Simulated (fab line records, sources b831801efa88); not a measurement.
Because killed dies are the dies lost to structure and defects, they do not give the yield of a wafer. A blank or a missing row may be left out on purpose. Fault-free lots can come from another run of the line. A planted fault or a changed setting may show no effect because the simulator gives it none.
Matching of chambers	flow gf180mcu	GF_DUAL_GATE_WET_ETCH_12 on wet_bench-02 has 3 sister chambers
The step etches SiO2 in dHF, target depth 13 nm, time 260 s. 6 wafers are shown with their chamber, then 7 later ones without.

EACH WAFER AND ITS CHAMBER
wafer	chamber	temp_c (C)
L980.3	1	25.08
L980.6	1	25.09
L983.4	3	25.08
L983.6	3	25.09
L991.3	2	24.84
L991.4	2	24.80

WAFERS WITHOUT THEIR CHAMBER
wafer	temp_c (C)
L991.6	24.87
L993.2	25.00
L993.5	25.14
L993.6	24.89
L999.2	24.76
L999.5	24.89
L999.6	24.97

THE CHAMBER EACH PASSED THROUGH
wafer	from the rows above	in truth
L991.6	2	2
L993.2	can't be placed: 1 or 3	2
L993.5	can't be placed: 1 or 3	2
L993.6	2	2
L999.2	2	2
L999.5	2	2
L999.6	can't be placed: 1 or 3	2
Placed correctly: 4 of 7. These rows do not allow placing 3 (true chamber among the candidates in 0). Wrongly placed: 0.
How it was worked out, from the rows above alone: a wafer's distance from a chamber is the root of the sum, over the readings, of the square of ((its reading less the chamber's mean) divided by the reading's scatter). The wafer belongs to the nearest chamber; if the next one is less than 2 further off, it can't be placed. A chamber's mean is the mean of its shown wafers. The scatter: the root of (the sum of the squares of (reading less its chamber's mean) over the shown wafers, divided by (wafers less chambers)).
